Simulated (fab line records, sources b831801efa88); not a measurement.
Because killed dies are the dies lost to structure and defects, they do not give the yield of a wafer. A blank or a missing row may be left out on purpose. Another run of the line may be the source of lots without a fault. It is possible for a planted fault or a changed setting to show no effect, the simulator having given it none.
Chamber matching / flow sky130 / 3 sister chambers for SKY_VIA1_CMP_24 on cmp-01
The step polishes, stops on SiO2, t overpolish 15 s, target thk 0 nm. 14 wafers are shown with their chamber, then 5 later ones without.

## WAFERS WITH THEIR CHAMBER
wafer=L767.1; chamber=2; motor current A (A)=10.0; time to endpoint s (s)=67; overpolish run s (s)=15.014
wafer=L767.3; chamber=0; motor current A (A)=10.6; time to endpoint s (s)=67; overpolish run s (s)=15.016
wafer=L767.5; chamber=1; motor current A (A)=10.7; time to endpoint s (s)=60; overpolish run s (s)=15.006
wafer=L768.1; chamber=2; motor current A (A)=10.7; time to endpoint s (s)=69; overpolish run s (s)=14.994
wafer=L768.4; chamber=1; motor current A (A)=11.3; time to endpoint s (s)=65; overpolish run s (s)=15.012
wafer=L768.6; chamber=2; motor current A (A)=10.5; time to endpoint s (s)=72; overpolish run s (s)=15.001
wafer=L769.2; chamber=0; motor current A (A)=11.0; time to endpoint s (s)=68; overpolish run s (s)=15.002
wafer=L769.4; chamber=1; motor current A (A)=11.5; time to endpoint s (s)=67; overpolish run s (s)=15.000
wafer=L769.6; chamber=1; motor current A (A)=10.7; time to endpoint s (s)=66; overpolish run s (s)=15.007
wafer=L772.2; chamber=0; motor current A (A)=10.7; time to endpoint s (s)=66; overpolish run s (s)=14.999
wafer=L772.5; chamber=2; motor current A (A)=10.4; time to endpoint s (s)=68; overpolish run s (s)=15.001
wafer=L772.6; chamber=1; motor current A (A)=11.2; time to endpoint s (s)=70; overpolish run s (s)=14.990
wafer=L771.1; chamber=1; motor current A (A)=11.0; time to endpoint s (s)=61; overpolish run s (s)=14.995
wafer=L771.2; chamber=0; motor current A (A)=10.7; time to endpoint s (s)=65; overpolish run s (s)=15.006

SIGNATURES, as means of the wafers listed above
reading=motor current A; chamber 0=10.750; chamber 1=11.067; chamber 2=10.400; scatter within a chamber=0.283
reading=time to endpoint s; chamber 0=66.50; chamber 1=64.83; chamber 2=69.00; scatter within a chamber=2.86
reading=overpolish run s; chamber 0=15.00575; chamber 1=15.00167; chamber 2=15.00250; scatter within a chamber=0.00804
Rule: for each reading, subtract the chamber's mean from the wafer's reading, divide by that reading's scatter and square the result; add these up over the readings and take the root, which gives the wafer's distance from the chamber. If the next closest chamber is less than 2 further off than the closest, the wafer can't be placed; otherwise it belongs to the closest. The scatter is the square root of a quotient: the sum, over the shown wafers, of each reading's squared deviation from its chamber's mean, divided by wafers minus chambers.

## WAFERS WITH NO CHAMBER GIVEN
wafer=L771.3; motor current A (A)=10.8; time to endpoint s (s)=67; overpolish run s (s)=14.997
wafer=L775.2; motor current A (A)=10.7; time to endpoint s (s)=68; overpolish run s (s)=15.003
wafer=L775.3; motor current A (A)=10.7; time to endpoint s (s)=65; overpolish run s (s)=14.993
wafer=L775.5; motor current A (A)=10.1; time to endpoint s (s)=72; overpolish run s (s)=14.998
wafer=L778.3; motor current A (A)=10.2; time to endpoint s (s)=71; overpolish run s (s)=14.994

## WHICH CHAMBER EACH ONE RAN IN
wafer=L771.3; from the rows above=can't be placed: 0 or 1 or 2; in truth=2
wafer=L775.2; from the rows above=can't be placed: 0 or 2 or 1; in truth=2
wafer=L775.3; from the rows above=can't be placed: 0 or 1 or 2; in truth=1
wafer=L775.5; from the rows above=can't be placed: 2 or 0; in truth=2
wafer=L778.3; from the rows above=can't be placed: 2 or 0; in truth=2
Placed correctly: 0 of 5. Can't be placed from these rows: 5 (the true chamber is among the candidates in 5). Wrongly placed: 0.
